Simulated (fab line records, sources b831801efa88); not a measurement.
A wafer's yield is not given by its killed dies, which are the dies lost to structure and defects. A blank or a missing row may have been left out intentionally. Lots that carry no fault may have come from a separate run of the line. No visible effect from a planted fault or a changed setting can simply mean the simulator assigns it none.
Which tool is to blame? / flow sky130 / 12 lots, 36 wafers sampled, at 5 steps of a route of 708

== WHAT EACH GAUGE READ, for each wafer ==
SKY_SPACER_THK_MEAS_01. Usual: SPACER_CVD_00_THK typically reads 43.2 nm, with standard deviation 0.39.
lot=L720; measured=day 24 08:05; on=filmMetro-03; SPACER_CVD_00_THK (nm)=42.6 42.6 42.5; flag=
lot=L719; measured=day 24 09:17; on=filmMetro-03; SPACER_CVD_00_THK (nm)=43.1 43.2 43.7; flag=
lot=L721; measured=day 24 16:20; on=filmMetro-03; SPACER_CVD_00_THK (nm)=43.6 43.8 43.7; flag=
lot=L723; measured=day 25 00:13; on=filmMetro-01; SPACER_CVD_00_THK (nm)=43.8 43.8 43.9; flag=
lot=L724; measured=day 25 00:13; on=filmMetro-03; SPACER_CVD_00_THK (nm)=43.3 42.9 43.2; flag=
lot=L725; measured=day 25 18:47; on=filmMetro-01; SPACER_CVD_00_THK (nm)=43.2 43.0 43.3; flag=
lot=L726; measured=day 26 10:16; on=filmMetro-03; SPACER_CVD_00_THK (nm)=42.9 42.6 42.9; flag=
lot=L728; measured=day 26 18:02; on=filmMetro-02; SPACER_CVD_00_THK (nm)=42.9 42.8 42.8; flag=
lot=L731; measured=day 27 20:49; on=filmMetro-01; SPACER_CVD_00_THK (nm)=43.7 43.6 43.3; flag=
lot=L735; measured=day 29 04:37; on=filmMetro-03; SPACER_CVD_00_THK (nm)=43.2 43.1 43.4; flag=
lot=L738; measured=day 30 00:28; on=filmMetro-03; SPACER_CVD_00_THK (nm)=43.4 43.4 43.8; flag=
lot=L741; measured=day 32 05:19; on=filmMetro-03; SPACER_CVD_00_THK (nm)=43.2 43.2 43.2; flag=

SKY_SD_N_RS_MEAS_16: measures by four-point-probe. Usual: SD_N_RS typically reads 68.59 ohm/sq, with standard deviation 0.12.
lot=L720; measured=day 29 06:23; on=filmMetro-03; SD_N_RS (ohm/sq)=68.48 68.73 68.53; flag=
lot=L719; measured=day 29 06:41; on=filmMetro-04; SD_N_RS (ohm/sq)=68.57 68.73 68.68; flag=
lot=L721; measured=day 29 14:26; on=filmMetro-03; SD_N_RS (ohm/sq)=68.51 68.21 68.48; flag=
lot=L723; measured=day 29 20:59; on=filmMetro-02; SD_N_RS (ohm/sq)=68.57 68.46 68.60; flag=
lot=L724; measured=day 29 21:40; on=filmMetro-02; SD_N_RS (ohm/sq)=68.65 68.78 68.77; flag=
lot=L725; measured=day 30 15:49; on=filmMetro-02; SD_N_RS (ohm/sq)=68.62 68.70 68.56; flag=
lot=L726; measured=day 31 06:29; on=filmMetro-02; SD_N_RS (ohm/sq)=68.29 68.55 68.53; flag=
lot=L728; measured=day 31 11:51; on=filmMetro-04; SD_N_RS (ohm/sq)=68.53 68.61 68.74; flag=
lot=L731; measured=day 32 12:07; on=filmMetro-02; SD_N_RS (ohm/sq)=68.62 68.40 68.42; flag=
lot=L735; measured=day 33 18:13; on=filmMetro-04; SD_N_RS (ohm/sq)=51.70 51.76 51.73 51.74 51.88 51.76; flag=OFF
lot=L738; measured=day 34 14:45; on=filmMetro-02; SD_N_RS (ohm/sq)=51.88 51.74 51.84 51.84 51.69 51.72; flag=OFF
lot=L741; measured=day 36 14:34; on=filmMetro-03; SD_N_RS (ohm/sq)=68.40 68.45 68.54; flag=

SKY_LI_CONTACT_CD_MEAS_12: target cd 170 nm. Usual: 169.8 nm for cdNm, sd 1.3.
lot=L720; measured=day 30 11:42; on=cdSem-02; cdNm (nm)=168.2 168.8 169.6; flag=
lot=L719; measured=day 30 12:21; on=cdSem-02; cdNm (nm)=168.2 169.9 168.6; flag=
lot=L721; measured=day 30 19:13; on=cdSem-02; cdNm (nm)=171.2 170.8 169.9; flag=
lot=L723; measured=day 31 01:57; on=cdSem-01; cdNm (nm)=170.4 171.1 171.0; flag=
lot=L724; measured=day 31 02:29; on=cdSem-02; cdNm (nm)=172.0 172.1 174.3; flag=
lot=L725; measured=day 31 20:53; on=cdSem-01; cdNm (nm)=169.3 170.0 170.7; flag=
lot=L726; measured=day 32 10:50; on=cdSem-02; cdNm (nm)=170.1 170.8 170.1; flag=
lot=L728; measured=day 32 15:40; on=cdSem-02; cdNm (nm)=168.8 169.2 170.8; flag=
lot=L731; measured=day 33 15:50; on=cdSem-01; cdNm (nm)=169.5 169.8 168.9; flag=
lot=L741; measured=day 37 17:32; on=cdSem-02; cdNm (nm)=168.7 169.6 169.1; flag=

== TOOL THAT RAN EACH LOT (tool first, then ch and the chambers of the sampled wafers, then the start) ==
lot=L720; SKY_POLY_CUT_ETCH_10=rieDiel-03 ch 0,2, day 25 14:05; SKY_SD_N_RTA_14=rtpAnneal-02 ch 0, day 29 06:11
lot=L719; SKY_POLY_CUT_ETCH_10=rieDiel-02 ch 0,2, day 25 15:44; SKY_SD_N_RTA_14=rtpAnneal-01 ch 0, day 29 06:30
lot=L721; SKY_POLY_CUT_ETCH_10=rieDiel-02 ch 0,1, day 25 22:08; SKY_SD_N_RTA_14=rtpAnneal-01 ch 0, day 29 14:14
lot=L723; SKY_POLY_CUT_ETCH_10=rieDiel-01 ch 1,3, day 26 06:14; SKY_SD_N_RTA_14=rtpAnneal-02 ch 0, day 29 20:49
lot=L724; SKY_POLY_CUT_ETCH_10=rieDiel-03 ch 0,2, day 26 06:35; SKY_SD_N_RTA_14=rtpAnneal-01 ch 0, day 29 21:29
lot=L725; SKY_POLY_CUT_ETCH_10=rieDiel-01 ch 0,3, day 27 00:26; SKY_SD_N_RTA_14=rtpAnneal-02 ch 0, day 30 15:37
lot=L726; SKY_POLY_CUT_ETCH_10=rieDiel-01 ch 0,3, day 27 15:32; SKY_SD_N_RTA_14=rtpAnneal-02 ch 0, day 31 06:17
lot=L728; SKY_POLY_CUT_ETCH_10=rieDiel-03 ch 1,3, day 27 23:05; SKY_SD_N_RTA_14=rtpAnneal-01 ch 0, day 31 11:40
lot=L731; SKY_POLY_CUT_ETCH_10=rieDiel-01 ch 2,3, day 29 01:10; SKY_SD_N_RTA_14=rtpAnneal-02 ch 0, day 32 11:55
lot=L735; SKY_POLY_CUT_ETCH_10=rieDiel-03 ch 0,1, day 30 08:17; SKY_SD_N_RTA_14=rtpAnneal-02 ch 0, day 33 18:01
lot=L738; SKY_POLY_CUT_ETCH_10=rieDiel-02 ch 1,3, day 31 05:08; SKY_SD_N_RTA_14=rtpAnneal-02 ch 0, day 34 14:33
lot=L741; SKY_POLY_CUT_ETCH_10=rieDiel-01 ch 2,3, day 33 08:08; SKY_SD_N_RTA_14=rtpAnneal-01 ch 0, day 36 14:23
- SKY_POLY_CUT_ETCH_10: etches BARC in N2/H2, stops on SiO2, time 45.9 s, target depth 60 nm.
- SKY_SD_N_RTA_14: time 2 s.

== WHAT THE TOOLS THEMSELVES READ (means of the sampled wafers that have a number; where no wafer has one, the mark that the record gives instead) ==
SKY_POLY_CUT_ETCH_10. Usual: drypumpMotorCurrentA 5.7 A, standard deviation 0.42; oesProductAu 0.855 a.u., standard deviation 0.0046; throttleValvePct 13.224 %, standard deviation 0.009.
lot=L720; tool=rieDiel-03; drypumpMotorCurrentA (A)=5.8; oesProductAu (a.u.)=0.855; throttleValvePct (%)=13.220; flag=
lot=L719; tool=rieDiel-02; drypumpMotorCurrentA (A)=5.8; oesProductAu (a.u.)=0.853; throttleValvePct (%)=13.222; flag=
lot=L721; tool=rieDiel-02; drypumpMotorCurrentA (A)=5.8; oesProductAu (a.u.)=0.857; throttleValvePct (%)=13.229; flag=
lot=L723; tool=rieDiel-01; drypumpMotorCurrentA (A)=5.7; oesProductAu (a.u.)=0.851; throttleValvePct (%)=13.228; flag=
lot=L724; tool=rieDiel-03; drypumpMotorCurrentA (A)=5.8; oesProductAu (a.u.)=0.853; throttleValvePct (%)=13.223; flag=
lot=L725; tool=rieDiel-01; drypumpMotorCurrentA (A)=5.2; oesProductAu (a.u.)=0.855; throttleValvePct (%)=13.229; flag=
lot=L726; tool=rieDiel-01; drypumpMotorCurrentA (A)=5.2; oesProductAu (a.u.)=0.854; throttleValvePct (%)=13.221; flag=
lot=L728; tool=rieDiel-03; drypumpMotorCurrentA (A)=6.1; oesProductAu (a.u.)=0.859; throttleValvePct (%)=13.223; flag=
lot=L731; tool=rieDiel-01; drypumpMotorCurrentA (A)=5.3; oesProductAu (a.u.)=0.854; throttleValvePct (%)=13.220; flag=
lot=L735; tool=rieDiel-03; drypumpMotorCurrentA (A)=5.6; oesProductAu (a.u.)=0.857; throttleValvePct (%)=13.225; flag=
lot=L738; tool=rieDiel-02; drypumpMotorCurrentA (A)=5.5; oesProductAu (a.u.)=0.853; throttleValvePct (%)=13.224; flag=
lot=L741; tool=rieDiel-01; drypumpMotorCurrentA (A)=5.1; oesProductAu (a.u.)=0.855; throttleValvePct (%)=13.229; flag=

SKY_SD_N_RTA_14. Usual: chamberO2Ppm 2.001, standard deviation 0.021; lampPowerPct 15.74 %, standard deviation 0.052; wafer_temp_C_max 1078.1, standard deviation 1.2.
lot=L720; tool=rtpAnneal-02; chamberO2Ppm=2.022; lampPowerPct (%)=15.69; wafer_temp_C_max=1077.1; flag=
lot=L719; tool=rtpAnneal-01; chamberO2Ppm=1.993; lampPowerPct (%)=15.77; wafer_temp_C_max=1078.3; flag=
lot=L721; tool=rtpAnneal-01; chamberO2Ppm=2.015; lampPowerPct (%)=15.66; wafer_temp_C_max=1078.4; flag=
lot=L723; tool=rtpAnneal-02; chamberO2Ppm=1.997; lampPowerPct (%)=15.73; wafer_temp_C_max=1078.1; flag=
lot=L724; tool=rtpAnneal-01; chamberO2Ppm=2.007; lampPowerPct (%)=15.71; wafer_temp_C_max=1077.5; flag=
lot=L725; tool=rtpAnneal-02; chamberO2Ppm=2.001; lampPowerPct (%)=15.73; wafer_temp_C_max=1079.3; flag=
lot=L726; tool=rtpAnneal-02; chamberO2Ppm=2.017; lampPowerPct (%)=15.74; wafer_temp_C_max=1080.0; flag=
lot=L728; tool=rtpAnneal-01; chamberO2Ppm=1.996; lampPowerPct (%)=15.69; wafer_temp_C_max=1077.7; flag=
lot=L731; tool=rtpAnneal-02; chamberO2Ppm=1.998; lampPowerPct (%)=15.68; wafer_temp_C_max=1077.1; flag=
lot=L735; tool=rtpAnneal-02; chamberO2Ppm=2.000; lampPowerPct (%)=15.73; wafer_temp_C_max=1077.8; flag=
lot=L738; tool=rtpAnneal-02; chamberO2Ppm=2.026; lampPowerPct (%)=15.79; wafer_temp_C_max=1079.3; flag=
lot=L741; tool=rtpAnneal-01; chamberO2Ppm=2.010; lampPowerPct (%)=15.72; wafer_temp_C_max=1077.7; flag=

== THE ANSWER, worked out from the rows above alone ==
Rule: take the mean of a lot's wafers that have a number; if it is more than 3 standard deviations from the usual mean, the lot is off. Also off: a lot with no number at a reading for which 4 or more lots have one. The other lots that the step has rows for count as sound. The gauges are gone through in route order, then the tools' own readings, and for those a lot's mean is taken as printed above. The first step at which some lot is off is used, and at that step the reading that is off furthest; a lot without a number counts as furthest.
Off: L735, L738, seen at SKY_SD_N_RS_MEAS_16 (SD_N_RS).
If a tool, at a process step before that reading, ran all the lots that are off and no sound lot after the first of them, it fits. Those tools and the gauges at SKY_SD_N_RS_MEAS_16 are tried in the same way. One fits: rtpAnneal-02 at SKY_SD_N_RTA_14. A fault onset in the window from L731 (day 32 11:55, its last sound lot) to L735 (day 33 18:01, its first lot off) fits.

== WHAT THE SIMULATOR HAD INSERTED ==
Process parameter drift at SKY_SD_N_RTA_14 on rtpAnneal-02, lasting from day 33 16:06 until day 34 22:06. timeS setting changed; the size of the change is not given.
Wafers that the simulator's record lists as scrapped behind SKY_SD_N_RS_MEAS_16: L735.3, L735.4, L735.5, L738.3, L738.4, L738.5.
Struck lots among those shown: L735, L738. The rule above reached the same finding.
